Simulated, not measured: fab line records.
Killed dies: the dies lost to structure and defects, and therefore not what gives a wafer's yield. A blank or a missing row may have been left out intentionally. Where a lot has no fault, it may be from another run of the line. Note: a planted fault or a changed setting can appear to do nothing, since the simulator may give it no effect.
Which of the tools did it? || flow sky130 || 14 lots, 42 wafers sampled, at 4 steps of a route of 708

## WHAT THE GAUGES READ, wafer by wafer
SKY_NWELL_THK_MEAS_02. Usual: for NWELL_OXIDATION_THK the level is 9.97 nm and the standard deviation is 0.2.
{"lot": "L941", "measured": "day 2 14:58", "on": "film metro-01", "NWELL_OXIDATION_THK (nm)": "9.41 9.61 9.54", "flag": ""}
{"lot": "L942", "measured": "day 2 15:56", "on": "film metro-01", "NWELL_OXIDATION_THK (nm)": "10.16 10.21 10.25", "flag": ""}
{"lot": "L943", "measured": "day 2 21:05", "on": "film metro-04", "NWELL_OXIDATION_THK (nm)": "9.72 9.85 9.55", "flag": ""}
{"lot": "L944", "measured": "day 3 03:18", "on": "film metro-01", "NWELL_OXIDATION_THK (nm)": "9.94 9.94 10.06", "flag": ""}
{"lot": "L945", "measured": "day 3 08:56", "on": "film metro-02", "NWELL_OXIDATION_THK (nm)": "9.72 10.00 9.83", "flag": ""}
{"lot": "L946", "measured": "day 3 15:03", "on": "film metro-04", "NWELL_OXIDATION_THK (nm)": "9.72 9.82 9.91", "flag": ""}
{"lot": "L947", "measured": "day 3 20:37", "on": "film metro-04", "NWELL_OXIDATION_THK (nm)": "9.90 9.96 9.98", "flag": ""}
{"lot": "L948", "measured": "day 4 05:09", "on": "film metro-01", "NWELL_OXIDATION_THK (nm)": "9.55 9.85 9.65", "flag": ""}
{"lot": "L949", "measured": "day 4 08:05", "on": "film metro-02", "NWELL_OXIDATION_THK (nm)": "10.27 10.37 10.24", "flag": ""}
{"lot": "L952", "measured": "day 4 20:31", "on": "film metro-04", "NWELL_OXIDATION_THK (nm)": "9.88 9.84 9.61", "flag": ""}
{"lot": "L953", "measured": "day 5 02:47", "on": "film metro-04", "NWELL_OXIDATION_THK (nm)": "10.00 9.89 10.07", "flag": ""}
{"lot": "L955", "measured": "day 5 16:23", "on": "film metro-04", "NWELL_OXIDATION_THK (nm)": "10.34 10.19 10.27", "flag": ""}
{"lot": "L956", "measured": "day 5 19:17", "on": "film metro-04", "NWELL_OXIDATION_THK (nm)": "10.20 10.29 10.07", "flag": ""}
{"lot": "L957", "measured": "day 6 01:04", "on": "film metro-01", "NWELL_OXIDATION_THK (nm)": "10.01 10.18 9.96", "flag": ""}

SKY_VT_ADJUST_LVTN_OVL_MEAS_18. Usual: for VT_ADJUST_LVTN_01_OVL the level is -1.0 nm and the standard deviation is 1.5.
{"lot": "L941", "measured": "day 7 16:37", "on": "overlay-01", "VT_ADJUST_LVTN_01_OVL (nm)": "-2.7 -0.3 -0.3", "flag": ""}
{"lot": "L942", "measured": "day 7 17:35", "on": "overlay-02", "VT_ADJUST_LVTN_01_OVL (nm)": "-1.5 -2.5 -0.3", "flag": ""}
{"lot": "L943", "measured": "day 8 05:53", "on": "overlay-01", "VT_ADJUST_LVTN_01_OVL (nm)": "-2.6 -3.6 -2.6", "flag": ""}
{"lot": "L944", "measured": "day 8 09:10", "on": "overlay-01", "VT_ADJUST_LVTN_01_OVL (nm)": "-0.8 -0.9 0.2", "flag": ""}
{"lot": "L945", "measured": "day 8 17:22", "on": "overlay-02", "VT_ADJUST_LVTN_01_OVL (nm)": "0.2 0.1 0.4", "flag": ""}
{"lot": "L946", "measured": "day 9 02:47", "on": "overlay-01", "VT_ADJUST_LVTN_01_OVL (nm)": "-1.5 -1.0 -1.0", "flag": ""}
{"lot": "L947", "measured": "day 9 08:04", "on": "overlay-01", "VT_ADJUST_LVTN_01_OVL (nm)": "-3.3 -1.3 -3.0", "flag": ""}
{"lot": "L948", "measured": "day 9 18:29", "on": "overlay-02", "VT_ADJUST_LVTN_01_OVL (nm)": "-0.3 -1.2 -2.0", "flag": ""}
{"lot": "L949", "measured": "day 10 00:53", "on": "overlay-01", "VT_ADJUST_LVTN_01_OVL (nm)": "-2.5 -2.2 -4.0", "flag": ""}
{"lot": "L952", "measured": "day 10 17:14", "on": "overlay-01", "VT_ADJUST_LVTN_01_OVL (nm)": "-0.2 -1.7 0.7", "flag": ""}
{"lot": "L953", "measured": "day 11 03:08", "on": "overlay-01", "VT_ADJUST_LVTN_01_OVL (nm)": "-1.1 -2.2 -2.4", "flag": ""}
{"lot": "L955", "measured": "day 11 20:29", "on": "overlay-02", "VT_ADJUST_LVTN_01_OVL (nm)": "1.6 -1.6 1.0", "flag": ""}
{"lot": "L956", "measured": "day 11 23:41", "on": "overlay-01", "VT_ADJUST_LVTN_01_OVL (nm)": "2.5 1.4 0.1", "flag": ""}
{"lot": "L957", "measured": "day 12 08:25", "on": "overlay-02", "VT_ADJUST_LVTN_01_OVL (nm)": "2.0 -1.4 0.7", "flag": ""}

SKY_VT_ADJUST_HVTR_TW_MEAS_11. Usual: for VT_ADJUST_HVTR_TW the level is 213.4 and the standard deviation is 2.4.
{"lot": "L941", "measured": "day 9 10:45", "on": "film metro-04", "VT_ADJUST_HVTR_TW": "216.7 216.3 215.7", "flag": ""}
{"lot": "L942", "measured": "day 9 11:31", "on": "film metro-01", "VT_ADJUST_HVTR_TW": "212.1 213.2 212.5", "flag": ""}
{"lot": "L943", "measured": "day 10 01:42", "on": "film metro-01", "VT_ADJUST_HVTR_TW": "212.7 212.7 212.3", "flag": ""}
{"lot": "L944", "measured": "day 10 05:06", "on": "film metro-02", "VT_ADJUST_HVTR_TW": "211.2 210.4 210.3", "flag": ""}
{"lot": "L945", "measured": "day 10 13:32", "on": "film metro-01", "VT_ADJUST_HVTR_TW": "213.1 212.5 213.5", "flag": ""}
{"lot": "L946", "measured": "day 11 00:47", "on": "film metro-01", "VT_ADJUST_HVTR_TW": "211.6 212.1 210.5", "flag": ""}
{"lot": "L947", "measured": "day 11 06:29", "on": "film metro-04", "VT_ADJUST_HVTR_TW": "217.5 217.1 217.4", "flag": ""}
{"lot": "L948", "measured": "day 11 17:00", "on": "film metro-04", "VT_ADJUST_HVTR_TW": "216.1 217.8 216.9", "flag": ""}
{"lot": "L949", "measured": "day 12 00:05", "on": "film metro-01", "VT_ADJUST_HVTR_TW": "211.7 213.0 212.9", "flag": ""}
{"lot": "L952", "measured": "day 12 17:03", "on": "film metro-04", "VT_ADJUST_HVTR_TW": "217.9 217.8 217.3", "flag": ""}
{"lot": "L953", "measured": "day 13 04:33", "on": "film metro-02", "VT_ADJUST_HVTR_TW": "210.4 210.0 209.4", "flag": ""}
{"lot": "L955", "measured": "day 13 23:44", "on": "film metro-04", "VT_ADJUST_HVTR_TW": "218.2 217.7 216.8", "flag": ""}
{"lot": "L956", "measured": "day 14 01:58", "on": "film metro-01", "VT_ADJUST_HVTR_TW": "212.6 212.3 212.4", "flag": ""}
{"lot": "L957", "measured": "day 14 12:21", "on": "film metro-01", "VT_ADJUST_HVTR_TW": "213.3 212.4 212.4", "flag": ""}

## WHICH TOOL RAN EACH LOT (tool, then ch and the chambers of the sampled wafers, then the start)
{"lot": "L941", "SKY_VT_ADJUST_HVTP_EXPOSE_04": "iline stepper-01 ch 0, day 5 17:23"}
{"lot": "L942", "SKY_VT_ADJUST_HVTP_EXPOSE_04": "iline stepper-01 ch 0, day 5 18:48"}
{"lot": "L943", "SKY_VT_ADJUST_HVTP_EXPOSE_04": "iline stepper-02 ch 0, day 6 05:46"}
{"lot": "L944", "SKY_VT_ADJUST_HVTP_EXPOSE_04": "iline stepper-01 ch 0, day 6 09:12"}
{"lot": "L945", "SKY_VT_ADJUST_HVTP_EXPOSE_04": "iline stepper-01 ch 0, day 6 16:17"}
{"lot": "L946", "SKY_VT_ADJUST_HVTP_EXPOSE_04": "iline stepper-01 ch 0, day 7 01:12"}
{"lot": "L947", "SKY_VT_ADJUST_HVTP_EXPOSE_04": "iline stepper-02 ch 0, day 7 05:26"}
{"lot": "L948", "SKY_VT_ADJUST_HVTP_EXPOSE_04": "iline stepper-02 ch 0, day 7 15:01"}
{"lot": "L949", "SKY_VT_ADJUST_HVTP_EXPOSE_04": "iline stepper-01 ch 0, day 7 18:56"}
{"lot": "L952", "SKY_VT_ADJUST_HVTP_EXPOSE_04": "iline stepper-01 ch 0, day 8 10:07"}
{"lot": "L953", "SKY_VT_ADJUST_HVTP_EXPOSE_04": "iline stepper-01 ch 0, day 8 18:18"}
{"lot": "L955", "SKY_VT_ADJUST_HVTP_EXPOSE_04": "iline stepper-01 ch 0, day 9 11:04"}
{"lot": "L956", "SKY_VT_ADJUST_HVTP_EXPOSE_04": "iline stepper-01 ch 0, day 9 13:17"}
{"lot": "L957", "SKY_VT_ADJUST_HVTP_EXPOSE_04": "iline stepper-02 ch 0, day 9 21:17"}
- SKY_VT_ADJUST_HVTP_EXPOSE_04: exposes mask HVTPM, target cd 380 nm.

## AS READ BY THE TOOLS THEMSELVES (means over the sampled wafers that have a number; for cases with no such wafer, the mark the record gives instead)
SKY_VT_ADJUST_HVTP_EXPOSE_04. Usual: 139.77 for exposure dose mJ cm2, sd 0.18.
{"lot": "L941", "tool": "iline stepper-01", "exposure dose mJ cm2": 139.51, "flag": ""}
{"lot": "L942", "tool": "iline stepper-01", "exposure dose mJ cm2": 139.72, "flag": ""}
{"lot": "L943", "tool": "iline stepper-02", "exposure dose mJ cm2": 139.82, "flag": ""}
{"lot": "L944", "tool": "iline stepper-01", "exposure dose mJ cm2": 139.70, "flag": ""}
{"lot": "L945", "tool": "iline stepper-01", "exposure dose mJ cm2": 139.73, "flag": ""}
{"lot": "L946", "tool": "iline stepper-01", "exposure dose mJ cm2": 139.77, "flag": ""}
{"lot": "L947", "tool": "iline stepper-02", "exposure dose mJ cm2": 140.08, "flag": ""}
{"lot": "L948", "tool": "iline stepper-02", "exposure dose mJ cm2": 139.99, "flag": ""}
{"lot": "L949", "tool": "iline stepper-01", "exposure dose mJ cm2": 139.74, "flag": ""}
{"lot": "L952", "tool": "iline stepper-01", "exposure dose mJ cm2": 136.69, "flag": "OFF"}
{"lot": "L953", "tool": "iline stepper-01", "exposure dose mJ cm2": 136.88, "flag": "OFF"}
{"lot": "L955", "tool": "iline stepper-01", "exposure dose mJ cm2": 137.99, "flag": "OFF"}
{"lot": "L956", "tool": "iline stepper-01", "exposure dose mJ cm2": 137.76, "flag": "OFF"}
{"lot": "L957", "tool": "iline stepper-02", "exposure dose mJ cm2": 139.96, "flag": ""}

## THE ANSWER, worked out from the rows above alone
Rule: take the mean of a lot's wafers that have a number; if it is more than 3 standard deviations from the usual mean, the lot is off. Also off: a lot with no number at a reading for which 4 or more lots have one. All remaining lots with rows at the step are treated as sound. First the gauges in route order, then the tools' own readings, where a lot's mean is used as printed above. The first step at which some lot is off is used, and at that step the reading that is off furthest; a lot without a number counts as furthest.
Off: L952, L953, L955, L956 (SKY_VT_ADJUST_HVTP_EXPOSE_04, exposure dose mJ cm2).
A tool fits if, at that step or a process step before it, it ran every lot that is off, and no sound lot after the first of them. One fits: SKY_VT_ADJUST_HVTP_EXPOSE_04 on iline stepper-01. A fault onset in the window from L949 (day 7 18:56, its last sound lot) to L952 (day 8 10:07, its first lot off) fits.
On the lots that are off, the tool's own readings at SKY_VT_ADJUST_HVTP_EXPOSE_04 differ by more than 5 times the standard deviation of the sound lots' means, which bears it out; exposure dose mJ cm2 reads 137.33 there versus 139.80 on the sound lots.

## WHAT HAD BEEN PUT IN BY THE SIMULATOR
Drift in process parameters on iline stepper-01 at SKY_VT_ADJUST_HVTP_EXPOSE_04, starting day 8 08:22. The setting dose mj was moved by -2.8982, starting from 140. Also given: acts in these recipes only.
Struck lots among those shown: L952, L953, L955, L956. The rule given above showed the same thing.
